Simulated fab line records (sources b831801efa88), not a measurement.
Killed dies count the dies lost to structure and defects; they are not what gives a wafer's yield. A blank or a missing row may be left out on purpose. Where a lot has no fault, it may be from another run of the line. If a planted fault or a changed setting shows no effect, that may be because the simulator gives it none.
The same fault as seen by 2 desks	flow gf180mcu	each desk holds nothing but its own numbers, with what lay behind them at the end

== THE TOOL OWNER'S DESK: pvdSputter-02 ==
The tool's own readings at GF_MIM_SPUTTER_08 (material AlCu, target thk 200 nm, time 10.6 s): means of the sampled wafers that have a number, for each lot that ran on this tool. The brackets show how far a lot's mean lies from the usual mean; more than 4 standard deviations puts the lot out of limits, marked OUT.
Columns: A = cathodeDcPowerW at GF_MIM_SPUTTER_08, usual 10600 W; B = throttleValvePct at GF_MIM_SPUTTER_08, usual 30.0 %
lot	first seen here	A	B
L783	day 24 17:59	10599	29.6
L784	day 24 19:35	10600	30.0
L789	day 26 16:26	10601	29.3
L794	day 28 11:06	10397 (-99 or more) OUT	30.5
L796	day 28 16:29	10400 (-99 or more) OUT	30.0
This desk's verdict: out of limits on L794, L796, starting with L794 at day 28 11:06 (cathodeDcPowerW at GF_MIM_SPUTTER_08). L783, L784, L789: within limits.

== AT THE METROLOGY DESK ==
Means of the sampled wafers that have a number, per lot and without regard to the tool the lot ran on: this is what the gauges read. The brackets show how far a lot's mean lies from the usual mean; more than 4 standard deviations puts the lot out of limits, marked OUT.
Columns: A = LVPWELL_TW at GF_LVPWELL_TW_MEAS_11, usual 561
lot	first seen here	A
L783	day 3 21:06	553
L784	day 4 02:44	554
L786	day 4 12:55	554
L788	day 5 02:24	558
L789	day 5 07:19	567
L790	day 5 12:32	558
L794	day 6 11:37	557
L795	day 6 17:08	560
L796	day 6 22:31	560
L801	day 8 01:28	566
L803	day 8 11:49	559
L804	day 8 19:07	566
L806	day 9 08:25	569
Result from this desk: across the 13 lots, nothing is out of limits.

== ALL TOGETHER ==
An alarm could have come from the tool owner's desk at day 28 11:06, on L794, L796.
The metrology desk saw nothing out of limits.
The metrology desk has L794, L796 on record, within its limits.
The lots listed all ran GF_MIM_SPUTTER_08 on pvdSputter-02.

== WHAT THE SIMULATOR HAD PUT IN ==
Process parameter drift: pvdSputter-02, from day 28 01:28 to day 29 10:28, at GF_MIM_SPUTTER_08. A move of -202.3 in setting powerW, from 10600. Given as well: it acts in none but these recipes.
Shown lots that were struck: L794, L796.
Each desk's first reading out of limits, in hours after the fault started: the tool owner's desk, 10.
